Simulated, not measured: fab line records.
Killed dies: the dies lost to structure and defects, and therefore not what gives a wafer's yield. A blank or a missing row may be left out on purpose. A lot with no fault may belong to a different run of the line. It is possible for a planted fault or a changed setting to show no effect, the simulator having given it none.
Comparing a struck lot with a sound one -- flow sky130 -- 16 steps out of a route of 708
Sound: these wafers, L602.1, L602.2, L602.3. Struck: wafer L616.3. (L616.2 of the same lot was not struck and is left out.) The cause comes at the end.
Per side, at each step with rows, come the tool, then ch with its chambers, and then its first start. Under that, the readings that differ: sound wafers -- struck wafers -- difference of the means -- sigmas: that difference in standard deviations of wafers without a fault.
alike: a reading whose means differ by less than 2 such deviations, as well as words and numbers matching on both sides. not compared: withheld readings; readings where some wafer has no value; bounds like >300 that might hide an equal value; numbers whose values overlap and for which the record gives no deviation.
The two part at a step that has a row with sigmas, a row that says differs or no value, or rows on one side only. When numbers do not overlap yet have no deviation, they are printed without sigmas and do not part them. A reading that every wafer of one side lacks parts them only if that side has two wafers or more.

first, 3 steps without rows for these wafers: SKY_METAL1_EXPOSE_12 (exposes mask MM1, target cd 140 nm); SKY_METAL1_PEB_13; SKY_METAL1_DEVELOP_14 (develop time 60 s).
SKY_METAL1_CD_MEAS_15: the cd target is 140 nm.
  sound: cd sem-02 at day 32 16:10; struck: cd sem-02 at day 37 07:52
  alike: cd nm
SKY_METAL1_OVL_MEAS_16:
  sound: overlay-01 at day 32 16:17; struck: overlay-01 at day 37 07:58
  alike: METAL1_OVL
SKY_METAL1_DESCUM_17: chemistry O2, time 8 s.
  sound on rie metal-02 ch 0,1, day 32 16:20; struck on rie metal-04 ch 0, day 37 08:00
reading,sound,struck,difference,sigmas
drypump motor current A (A),5.4 5.0 5.4,6.1,+0.8,+2
  alike: oes product au, temp c
  not compared: rf hours counter h
SKY_METAL1_ETCH_18: etches BARC in N2/H2, stops on SiO2, time 45.9 s, target depth 60 nm.
  sound on rie metal-02 ch 0,1, day 32 16:22; struck on rie metal-04 ch 0, day 37 08:02
reading,sound,struck,difference,sigmas
drypump motor current A (A),5.4 5.1 5.4,6.1,+0.8,+2
  alike: oes product au, throttle valve pct
  not compared: rf hours counter h
SKY_METAL1_METAL_ETCH_19: etches the open film in Cl2/BCl3, stops on SiO2, target depth 360 nm, time 78 s.
  sound on rie metal-02 ch 0,1, day 32 16:27; struck on rie metal-04 ch 0, day 37 08:06
reading,sound,struck,difference,sigmas
drypump motor current A (A),5.4 5.0 5.4,6.2,+0.9,+3
  alike: bcl3 flow sccm, oes product au, throttle valve pct
  not compared: rf hours counter h
SKY_METAL1_STRIP_20: strips in O2/N2.
  sound on plasma asher-03 ch 0,1, day 32 16:34; struck on plasma asher-02 ch 0, day 37 08:11
  alike: drypump motor current A, oes product au, strip time to endpoint s
  not compared: rf hours counter h
then, 3 steps without rows for these wafers: SKY_METAL1_STRIP_21 (strips in post etch residue remover, time 1200 s); SKY_METAL1_CLEAN_22 (cleans in IPA, time 180 s); SKY_METAL1_CLEAN_23 (cleans in O3/DIW).
SKY_VIA1_HDPCVD_00: deposits SiO2, target thk 1030 nm, time 171.7 s.
  sound on hdpcvd-02 ch 0,1,2, day 32 17:10; struck on hdpcvd-02 ch 2, day 37 08:47
reading,sound,struck,difference,sigmas
run length s (s),200.1 199.7 200.6,230.9,+30.8,+96
model.SiO2_of_VIA1_HDPCVD_00.thk nm (nm),1034 1036 1038,1214,+178,
SKY_VIA1_THK_MEAS_01:
  sound: film metro-04 at day 32 17:17; struck: film metro-04 at day 37 08:55
reading,sound,struck,difference,sigmas
VIA1_HDPCVD_THK (nm),1034 1037 1037,1215,+179,+19
SKY_VIA1_CMP_02: polishes SiO2.
  sound on cmp-02 ch 0,2,3, day 32 17:24; struck on cmp-01 ch 0, day 37 09:04
  alike: motor current A
-- the record jumps here: 12 days lie between the struck wafers' starts before and after (it left off in module VIA1 and takes up again in module PAD_OPEN, whose first step shown is number 708 of the route) --
SKY_PAD_OPEN_PROBE_99:
  the record has rows for the struck wafers here (prober-02, day 49 03:01) and none for the sound ones

WHERE THEY PART
First at SKY_METAL1_DESCUM_17; last, within this record, at SKY_PAD_OPEN_PROBE_99.

WHY: what the simulator had put in
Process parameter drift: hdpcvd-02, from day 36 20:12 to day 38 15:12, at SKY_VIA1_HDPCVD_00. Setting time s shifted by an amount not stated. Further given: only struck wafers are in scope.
